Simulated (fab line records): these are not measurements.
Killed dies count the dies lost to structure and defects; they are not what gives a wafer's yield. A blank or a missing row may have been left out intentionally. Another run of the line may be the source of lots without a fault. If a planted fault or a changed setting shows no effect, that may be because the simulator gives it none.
fab line records | flow sky130
record: lots: 13 wafers: 39 last_day: 50
route steps=708 shown VIA4@653 PAD_OPEN@708
lots that met no fault: taken from a fault-free run of the same line
start_h: hours from the record's first day to the start of the lot's first wafer shown | wait_h: hours from the lot's prior step to this one | " same as the row above | L1.1+2: one row covering several wafers at once | - either no value or no given start | * or withheld: withheld | < > ~ a bound
route shown NAME@n: names a module that has steps shown in the file, with the first one's number in the route | usual: mean/standard deviation taken from wafers without a fault | same: alike in all rows | chamber/n: place in a boat | sites: the reading at each site | _std_site: the standard deviation of these | _edge_site: outer sites' mean less inner sites' | radius_mm: how far each site lies from the wafer's centre | mask NAME#n: copy n | behind: the last tool/chamber to shape the wafer | hold: reason for holding the lot/hours on hold/outcome of the hold | device: the n, p or np transistor that did not switch | end of line: tests of these same wafers at the route's end | a step with no rows: only its recipe | killed: the dies lost at the first sort to structure and to defects; this is not the yield of the wafer | map: a wafer's dies, x killed, . not, _ none there
set.NAME: the setting as run; set.NAME@STEP: as run at that earlier step | model.NAME: the simulator's own value behind a step, which no gauge read
route steps across a sampled set of lots; one table per step, one row per wafer
== steps ==
step: SKY_VIA4_STRIP_14
recipe: chemistry: post_etch_residue_remover time_s: 1200 temp_c: 72.5
columns lot.wafer tool chamber start_h wait_h
L948.1+3+6 wet_bench-02 1 1004.29 0.1
L949.2+3+4 wet_bench-04 0 1012.24 0.1
L950.1+2+3 wet_bench-02 0 1023.35 0.1
L951.2+3+6 wet_bench-04 2 1024.49 0.1
L957.3+4+6 wet_bench-04 2 1067.74 0.0
L959.3+4+5 wet_bench-01 2 1071.80 0.0
L958.3+5+6 wet_bench-04 1 1075.24 0.0
L962.1+2+6 wet_bench-02 2 1096.04 0.1
L964.1+4+6 wet_bench-01 3 1108.99 0.1
L965.1+5+6 wet_bench-04 0 1109.65 0.1
L968.1+2+5 wet_bench-01 3 1125.14 0.1
L969.3+4+6 wet_bench-01 1 1131.99 0.0
L970.2+3+5 wet_bench-01 2 1145.70 0.1
step: SKY_PAD_OPEN_PROBE_99
usual: defect_limited_yield: 82.6/1.9 killed_at_M0_to_M3: 43/7.7 killed_at_M4_up: 2.9/1.7 killed_at_contacts: 24/5.5 killed_at_front_end: 15/4 killed_at_other: 0.4/0.66 killed_dies: 86/9.4 killed_open: 47/6.7 killed_short: 38/6.2 sort_bin_3_pad_short: 0.8/0.42 sort_bin_5_function: 10.3/1.5 sort_bin_6_memory: 6.4/1.1 sort_n_pass: 406/9.4 sort_yield_pct: 82.6/1.9
same: gross_dies: 492 killed_at_back_side: 0 sort_bin_4_leakage[%]: 0 sort_bin_8_speed[%]: 0
columns lot.wafer tool chamber start_h wait_h defect_limited_yield[%] killed_at_M0_to_M3 killed_at_M4_up killed_at_contacts killed_at_front_end killed_at_other killed_dies killed_open killed_short sort_bin_3_pad_short[%] sort_bin_5_function[%] sort_bin_6_memory[%] sort_n_pass sort_yield_pct[%]
L958.3 prober-01 - 1138.75 0.2 80.5 38 24 26 8 0 96 49 27 1.4 11.8 6.3 396 80.5
L958.5 prober-01 - 1138.85 0.2 78.9 51 20 18 15 0 104 50 36 1.6 13.8 5.7 388 78.9
L958.6 prober-01 - 1138.90 0.2 76.4 55 24 23 14 0 116 50 46 2.4 14.4 6.7 376 76.4
L962.1 prober-02 - 1157.97 0.1 85.2 41 4 15 13 0 73 40 33 0.4 8.5 5.9 419 85.2
L962.2 prober-02 - 1158.02 0.1 81.1 43 2 27 21 0 93 47 46 1.2 12.0 5.7 399 81.1
L962.6 prober-02 - 1158.22 0.2 85.4 31 0 24 17 0 72 39 33 1.0 8.3 5.3 420 85.4
killed by level:class
L958.3 VIA4:unspecified=19 VIA1:geometric_particle:open=12 LI_CONTACT:geometric_particle:open=10 VIA3:geometric_particle:open=8 CONTACT:geometric_particle:open=6 VIA2:geometric_particle:open=6 LI_CONTACT:geometric_particle:short=4 METAL2:geometric_particle:short=4
L958.5 VIA4:unspecified=18 VIA1:geometric_particle:open=11 VIA3:geometric_particle:open=11 CONTACT:geometric_particle:open=7 LI_CONTACT:geometric_particle:open=6 VIA1:geometric_particle:short=5 VIA3:geometric_particle:short=5 FIELD_ISO:geometric_particle:short=4
L958.6 VIA4:unspecified=20 VIA3:geometric_particle:open=12 CONTACT:geometric_particle:open=10 VIA1:geometric_particle:open=8 VIA1:geometric_particle:short=7 VIA3:geometric_particle:short=7 VIA2:geometric_particle:open=6 FIELD_ISO:geometric_particle:open=5
L962.1 VIA2:geometric_particle:open=9 VIA3:geometric_particle:open=7 METAL1:geometric_particle:short=5 POLY_GATE:geometric_particle:open=4 POLY_GATE:geometric_particle:short=4 LI_CONTACT:geometric_particle:open=4 LOCAL_INTERCONNECT:geometric_particle:short=4 VIA1:geometric_particle:short=4
L962.2 CONTACT:geometric_particle:open=8 VIA3:geometric_particle:open=8 LOCAL_INTERCONNECT:geometric_particle:short=7 VIA2:geometric_particle:open=7 METAL2:geometric_particle:short=7 POLY_GATE:geometric_particle:open=6 LI_CONTACT:geometric_particle:open=6 METAL1:geometric_particle:short=6
L962.6 CONTACT:geometric_particle:open=7 VIA2:geometric_particle:open=7 LOCAL_INTERCONNECT:geometric_particle:short=6 METAL2:geometric_particle:short=6 VIA1:geometric_particle:open=6 FIELD_ISO:geometric_particle:open=5 LI_CONTACT:geometric_particle:open=5 CONTACT:geometric_particle:short=5
== key ==
first_sign: step: SKY_PAD_OPEN_PROBE_99 reading: killed_at_M4_up direction: up sigmas: 12 usual: 2.9 struck: 22.7
effect: step: SKY_PAD_OPEN_PROBE_99 reading: sort_bin_3_pad_short direction: up sigmas: 2.5 usual: 0.8 struck: 1.8 wafers_moved: 1
met_at SKY_VIA4_STRIP_14
struck_lots L958
struck_wafers L958.3,L958.5,L958.6
fault: kind: chamber_particle_source tool: wet_bench-04 chamber: 1 onset_h: 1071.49 steps: SKY_VIA4_STRIP_14 rate_per_visit_cm2: 0.56791 end_h: 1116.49
